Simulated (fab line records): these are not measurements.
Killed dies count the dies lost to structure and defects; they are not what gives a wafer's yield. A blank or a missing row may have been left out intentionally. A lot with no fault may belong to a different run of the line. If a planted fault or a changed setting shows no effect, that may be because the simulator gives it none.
Which tool is to blame? | flow gf180mcu | 13 lots, 39 wafers sampled, at 4 steps of a route of 602

== WHAT EACH GAUGE READ, for each wafer ==
GF_V5_THK_MEAS_03. Usual: V5_CVD_02_THK typically reads 1450 nm, with standard deviation 19.
lot  | measured     | on            | V5_CVD_02_THK (nm) | flag
L362 | day 26 08:38 | film metro-02 | 1464 1471 1481     |
L363 | day 26 20:49 | film metro-02 | 1446 1485 1461     |
L364 | day 27 04:48 | film metro-02 | 1459 1447 1460     |
L365 | day 27 13:19 | film metro-02 | 1421 1493 1464     |
L366 | day 27 19:17 | film metro-04 | 1416 1453 1467     |
L370 | day 28 21:55 | film metro-02 | 1440 1471 1475     |
L371 | day 29 08:14 | film metro-02 | 1428 1442 1461     |
L372 | day 29 13:57 | film metro-03 | 1443 1463 1440     |
L373 | day 30 05:47 | film metro-02 | 1434 1401 1433     |
L375 | day 30 11:12 | film metro-02 | 1430 1431 1478     |
L377 | day 31 01:31 | film metro-03 | 1434 1428 1421     |
L378 | day 31 05:17 | film metro-03 | 1443 1456 1462     |
L385 | day 33 09:41 | film metro-03 | 1458 1467 1454     |

== TOOL THAT RAN EACH LOT (tool first, then ch and the chambers of the sampled wafers, then the start) ==
lot  | GF_M2_SPUTTER_04             | GF_V2_SPUTTER_21             | GF_V4_STRIP_18
L362 | pvd sputter-03, day 18 04:16 | pvd sputter-02, day 20 07:34 | plasma asher-01 ch 0,1, day 24 10:10
L363 | pvd sputter-02, day 18 18:53 | pvd sputter-02, day 20 22:54 | plasma asher-02 ch 0,1, day 24 23:12
L364 | pvd sputter-02, day 19 05:03 | pvd sputter-01, day 21 07:59 | plasma asher-04 ch 0,1, day 25 08:10
L365 | pvd sputter-03, day 19 15:18 | pvd sputter-04, day 21 17:02 | plasma asher-01 ch 0,1, day 25 16:35
L366 | pvd sputter-03, day 19 22:27 | pvd sputter-01, day 22 01:02 | plasma asher-01 ch 0,1, day 25 23:10
L370 | pvd sputter-02, day 21 07:02 | pvd sputter-01, day 23 08:25 | plasma asher-02 ch 1, day 27 04:08
L371 | pvd sputter-03, day 21 18:49 | pvd sputter-04, day 23 19:53 | plasma asher-04 ch 0,1, day 27 14:14
L372 | pvd sputter-03, day 22 03:12 | pvd sputter-04, day 24 02:41 | plasma asher-02 ch 0,1, day 27 20:25
L373 | pvd sputter-01, day 22 21:10 | pvd sputter-04, day 24 20:09 | plasma asher-02 ch 0,1, day 28 11:39
L375 | pvd sputter-02, day 23 02:59 | pvd sputter-01, day 25 01:23 | plasma asher-04 ch 0,1, day 28 18:12
L377 | pvd sputter-03, day 23 22:23 | pvd sputter-04, day 25 19:35 | plasma asher-02 ch 0, day 29 09:37
L378 | pvd sputter-03, day 24 01:28 | pvd sputter-02, day 25 22:26 | plasma asher-01 ch 0,1, day 29 13:20
L385 | pvd sputter-03, day 26 07:52 | pvd sputter-02, day 28 01:47 | plasma asher-01 ch 0,1, day 31 10:41
- GF_M2_SPUTTER_04: material TiN, target thk 50 nm, time 40.58 s.
- GF_V2_SPUTTER_21: material Ti, target thk 15 nm, time 80.02 s.
- GF_V4_STRIP_18: strips in O2/N2.

== AS READ BY THE TOOLS THEMSELVES (means over the sampled wafers that have a number; for cases with no such wafer, the mark the record gives instead) ==
GF_M2_SPUTTER_04. Usual: throttle valve pct at 30.0 %, with a standard deviation of 0.77.
lot  | tool           | throttle valve pct (%) | flag
L362 | pvd sputter-03 | 30.6                   |
L363 | pvd sputter-02 | 30.0                   |
L364 | pvd sputter-02 | 29.8                   |
L365 | pvd sputter-03 | 29.8                   |
L366 | pvd sputter-03 | 29.5                   |
L370 | pvd sputter-02 | 29.7                   |
L371 | pvd sputter-03 | 30.1                   |
L372 | pvd sputter-03 | 29.6                   |
L373 | pvd sputter-01 | 30.7                   |
L375 | pvd sputter-02 | 29.8                   |
L377 | pvd sputter-03 | 30.2                   |
L378 | pvd sputter-03 | 30.3                   |
L385 | pvd sputter-03 | 29.2                   |

GF_V2_SPUTTER_21. Usual: throttle valve pct at 30.1 %, with a standard deviation of 0.92.
lot  | tool           | throttle valve pct (%) | flag
L362 | pvd sputter-02 | 30.0                   |
L363 | pvd sputter-02 | 29.6                   |
L364 | pvd sputter-01 | 30.5                   |
L365 | pvd sputter-04 | 30.2                   |
L366 | pvd sputter-01 | 30.3                   |
L370 | pvd sputter-01 | 30.7                   |
L371 | pvd sputter-04 | 30.3                   |
L372 | pvd sputter-04 | 30.4                   |
L373 | pvd sputter-04 | 30.0                   |
L375 | pvd sputter-01 | 30.4                   |
L377 | pvd sputter-04 | 29.1                   |
L378 | pvd sputter-02 | 29.9                   |
L385 | pvd sputter-02 | 30.5                   |

GF_V4_STRIP_18. Usual: drypump motor current A 5.8 A, standard deviation 0.36; heater power w 366 W, standard deviation 28; oes product au 0.593 a.u., standard deviation 0.0049.
lot  | tool            | drypump motor current A (A) | heater power w (W) | oes product au (a.u.) | flag
L362 | plasma asher-01 | 5.9                         | 327                | 0.591                 |
L363 | plasma asher-02 | 5.9                         | 384                | 0.591                 |
L364 | plasma asher-04 | 5.5                         | 369                | 0.590                 |
L365 | plasma asher-01 | 5.5                         | 329                | 0.600                 |
L366 | plasma asher-01 | 5.6                         | 335                | 0.590                 |
L370 | plasma asher-02 | 5.9                         | 389                | 0.595                 |
L371 | plasma asher-04 | 5.6                         | 373                | 0.589                 |
L372 | plasma asher-02 | 5.9                         | 383                | 0.595                 |
L373 | plasma asher-02 | 5.9                         | 389                | 0.593                 |
L375 | plasma asher-04 | 5.5                         | 371                | 0.589                 |
L377 | plasma asher-02 | 5.8                         | 387                | 0.594                 |
L378 | plasma asher-01 | 5.9                         | 330                | 0.597                 |
L385 | plasma asher-01 | 5.6                         | 331                | 0.592                 |

== THE ANSWER, worked out from the rows above alone ==
Rule: a lot counts as off when the mean over its wafers that have a number is more than 3 standard deviations away from the usual mean. Also off: a lot with no number at a reading for which 4 or more lots have one. All remaining lots with rows at the step are treated as sound. After the gauges, taken in route order, come the tools' own readings; for these a lot's mean is taken, as printed above. The first step at which some lot is off is used, and at that step the reading that is off furthest; a lot without a number counts as furthest.
None of the lots is off at any reading shown; this tells nothing.

== WHAT WAS PUT IN BY THE SIMULATOR ==
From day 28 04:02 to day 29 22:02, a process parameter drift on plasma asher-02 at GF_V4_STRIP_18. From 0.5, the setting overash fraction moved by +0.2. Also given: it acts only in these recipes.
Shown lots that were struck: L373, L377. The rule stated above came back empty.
